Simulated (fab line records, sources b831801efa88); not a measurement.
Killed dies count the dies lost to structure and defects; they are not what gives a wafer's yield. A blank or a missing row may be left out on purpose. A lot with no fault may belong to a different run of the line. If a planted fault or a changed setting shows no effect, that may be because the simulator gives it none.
fab line records ; flow gf180mcu
[record] lots = 6; wafers = 18; lastDay = 34
route steps=602 shown STI@1
lots with no fault: from the same line, run without faults
startH: hours from the record's opening day to when the first of the lot's shown wafers began ; waitH: hours elapsed since this lot's preceding step ; " as in the row above ; L1.1+2: a single row standing in for several wafers ; - value missing, or start not given ; * or withheld: withheld ; < > ~ a bound
route shown NAME@n: a module of which the file shows steps, and the number in the route of the first ; usual: mean/standard deviation of fault-free wafers ; same: alike in all rows ; chamber/n: place in a boat ; sites: each site's reading ; _std_site: standard deviation across them ; _edge_site: outer sites' mean less inner sites' ; radiusMm: for every site, how far away it sits from the centre of the wafer ; mask NAME#n: copy n ; behind: tool/chamber where the wafer was last shaped ; hold: what put the lot on hold/how long, in hours/how the hold closed ; device: the transistor (n, p or np) that didn't switch ; end of line: the same wafers' tests at the end of the route ; a step with no rows: only its recipe ; killed: not the wafer's yield, but the dies lost to structure and defects at the first sort ; map: a wafer's dies, x killed, . not, _ none there
set.NAME: setting as actually run; set.NAME@STEP: the setting as run at that earlier step ; model.NAME: the simulator's own value behind a step, which no gauge read
a table for each step, a row for each wafer; lots at some steps of the route
services: the hour from which a tool's chamber was out of use, counted from the record's first day as startH (under 0 if before that day), plus the number of hours and why
[[steps]]
[step GF_STI_BOW_MEAS_00]
[recipe] mode = bow
[usual] INCOMING_BOW = 1/6
lot.wafer;tool;chamber;startH;waitH;INCOMING_BOW[um]
L808.1;filmMetro-01;-;60.00;-;3
L808.2;filmMetro-01;-;60.00;-;-2
L808.4;filmMetro-01;-;60.00;-;0
L813.3;filmMetro-03;-;85.04;-;2
L813.4;filmMetro-03;-;85.04;-;3
L813.6;filmMetro-03;-;85.04;-;12
L814.3;filmMetro-01;-;90.04;-;-1
L814.4;filmMetro-01;-;90.04;-;6
L814.5;filmMetro-01;-;90.04;-;11
L819.2;filmMetro-03;-;115.02;-;-8
L819.3;filmMetro-03;-;115.02;-;-2
L819.5;filmMetro-03;-;115.02;-;7
L820.2;filmMetro-02;-;120.02;-;7
L820.4;filmMetro-02;-;120.02;-;0
L820.6;filmMetro-02;-;120.02;-;8
L821.1;filmMetro-03;-;125.00;-;7
L821.3;filmMetro-03;-;125.00;-;1
L821.6;filmMetro-03;-;125.00;-;0
[step GF_STI_OXIDATION_01]
[recipe] tempC = 900; ambient = O2; stabiliseS = 600; purgeS = 300; targetThkA = 100; oxTimeS = 1418
[step GF_STI_THK_MEAS_02]
[recipe] reads = SiO2_of_STI_OXIDATION_01
[usual] STI_OXIDATION_THK = 10.03/0.18
lot.wafer;tool;chamber;startH;waitH;STI_OXIDATION_THK[nm]
L808.1;filmMetro-03;-;61.51;0.0;10.11
L808.2;filmMetro-03;-;61.51;0.0;10.28
L808.4;filmMetro-03;-;61.51;0.0;10.21
L813.3;filmMetro-03;-;86.53;0.0;9.92
L813.4;filmMetro-03;-;86.53;0.0;9.89
L813.6;filmMetro-03;-;86.53;0.0;9.90
L814.3;filmMetro-03;-;91.53;0.0;9.83
L814.4;filmMetro-03;-;91.53;0.0;9.88
L814.5;filmMetro-03;-;91.53;0.0;10.01
L819.2;filmMetro-02;-;117.38;0.0;9.94
L819.3;filmMetro-02;-;117.38;0.0;10.09
L819.5;filmMetro-02;-;117.38;0.0;10.02
L820.2;filmMetro-02;-;121.52;0.0;9.84
L820.4;filmMetro-02;-;121.52;0.0;10.08
L820.6;filmMetro-02;-;121.52;0.0;9.93
L821.1;filmMetro-01;-;127.89;0.0;9.94
L821.3;filmMetro-01;-;127.89;0.0;9.84
L821.6;filmMetro-01;-;127.89;0.0;10.03
[step GF_STI_CVD_03]
[recipe] material = Si3N4; precursor = DCS/NH3; targetThkNm = 207.16; tempC = 770; timeS = 3551; pressureMtorr = 250
[step GF_STI_THK_MEAS_04]
[recipe] reads = Si3N4_of_STI_CVD_03
[usual] STI_CVD_03_THK = 207.2/2.1
lot.wafer;tool;chamber;startH;waitH;STI_CVD_03_THK[nm]
L808.1;filmMetro-02;-;63.56;0.0;209.1
L808.2;filmMetro-02;-;63.56;0.0;210.2
L808.4;filmMetro-02;-;63.56;0.0;208.8
L813.3;filmMetro-03;-;88.58;0.0;209.2
L813.4;filmMetro-03;-;88.58;0.0;206.9
L813.6;filmMetro-03;-;88.58;0.0;205.9
L814.3;filmMetro-03;-;93.58;0.0;206.7
L814.4;filmMetro-03;-;93.58;0.0;207.8
L814.5;filmMetro-03;-;93.58;0.0;207.6
L819.2;filmMetro-01;-;119.43;0.0;201.9
L819.3;filmMetro-01;-;119.43;0.0;203.8
L819.5;filmMetro-01;-;119.43;0.0;202.7
L820.2;filmMetro-01;-;123.57;0.0;209.6
L820.4;filmMetro-01;-;123.57;0.0;207.8
L820.6;filmMetro-01;-;123.57;0.0;208.5
L821.1;filmMetro-02;-;129.93;0.0;208.5
L821.3;filmMetro-02;-;129.93;0.0;208.7
L821.6;filmMetro-02;-;129.93;0.0;207.2
[step GF_STI_DEHYDRATE_05]
[recipe] tempC = 200; timeS = 60
[step GF_STI_HMDS_06]
[recipe] primeTimeS = 60; primeTempC = 120
[step GF_STI_COAT_07]
[recipe] resist = KrF; spinRpm = withheld; resistThkNm = 700
[step GF_STI_SOFTBAKE_08]
[recipe] tempC = 130; timeS = 60; resist = KrF
[step GF_STI_EXPOSE_09]
[recipe] maskId = COMP; targetCdNm = 220; na = 0.68; sourceShape = conventional; sigmaOuter = 0.6; doseMj = 28
[usual] exposureDoseMJCm2 = 27.976/0.026; focusOffsetNm = -0.1/0.5
lot.wafer;tool;chamber;startH;waitH;mask;exposureDoseMJCm2;focusOffsetNm
L808.1;krfScanner-01;0;70.16;-;COMP#0;27.970;0.0
L808.2;krfScanner-01;0;70.16;-;COMP#0;27.993;-0.5
L808.4;krfScanner-01;0;70.16;-;COMP#0;27.937;-0.5
L813.3;krfScanner-02;-;95.30;-;COMP#0;-;-
L813.4;krfScanner-02;-;95.30;-;COMP#0;-;-
L813.6;krfScanner-02;-;95.30;-;COMP#0;-;-
L814.3;krfScanner-02;-;101.12;-;COMP#0;-;-
L814.4;krfScanner-02;-;101.12;-;COMP#0;-;-
L814.5;krfScanner-02;-;101.12;-;COMP#0;-;-
L819.2;krfScanner-02;0;126.78;-;COMP#0;27.977;-0.6
L819.3;krfScanner-02;0;126.78;-;COMP#0;27.950;-1.1
L819.5;krfScanner-02;0;126.78;-;COMP#0;27.972;0.0
L820.2;krfScanner-02;0;131.53;-;COMP#0;27.961;0.3
L820.4;krfScanner-02;0;131.53;-;COMP#0;27.969;0.4
L820.6;krfScanner-02;0;131.53;-;COMP#0;27.996;0.2
L821.1;krfScanner-02;0;137.21;-;COMP#0;28.010;0.3
L821.3;krfScanner-02;0;137.21;-;COMP#0;28.027;-0.3
L821.6;krfScanner-02;0;137.21;-;COMP#0;28.002;0.1
[step GF_STI_PEB_10]
[recipe] pebTempC = 135; pebTimeS = 90; resist = KrF
[[services]]
tool;chamber;startH;hours;kind
krfScanner-02;0;60.35;-;calibration
krfScanner-01;-;68.65;0.8;pm
krfScanner-01;-;75.57;4.4;pm
krfScanner-02;-;79.95;1.3;pm
krfScanner-02;-;84.37;7.2;pm
krfScanner-01;0;90.66;-;calibration
krfScanner-02;-;91.75;1.0;repair
krfScanner-01;-;119.59;5.6;repair
krfScanner-01;-;129.13;36.0;pm
[[key]]
[firstSign] step = GF_STI_EXPOSE_09; reading = toolRecord; direction = missing
effect none on later readings
metAt GF_STI_EXPOSE_09
struckWafers L813.3,L813.4,L813.6,L814.3,L814.4,L814.5
laterRowsLeftOut L813.3,L813.4,L813.6,L814.3,L814.4,L814.5
sortLeftOut L813.3,L813.4,L813.6,L814.3,L814.4,L814.5
testerLeftOut L813,L814
[fault] kind = skippedStepWhole; tool = krfScanner-02; chamber = -; onsetH = 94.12; steps = GF_STI_EXPOSE_09; scope = struckLotsOnly
// testerLeftOut: of these lots the tester's yield and bins aren't shown, on N5 and GAA mostly nor the transistor test; their killed dies are dies lost to structure and defects alone, not to doping, threshold or leakage, so they don't give the yield
// sortLeftOut: the simulated sort isn't trusted on such a fault, so these wafers' sort isn't shown, and their yield isn't known
// laterRowsLeftOut: the simulator's readings of these wafers behind a module that went badly wrong aren't trusted and aren't shown, but for the sort
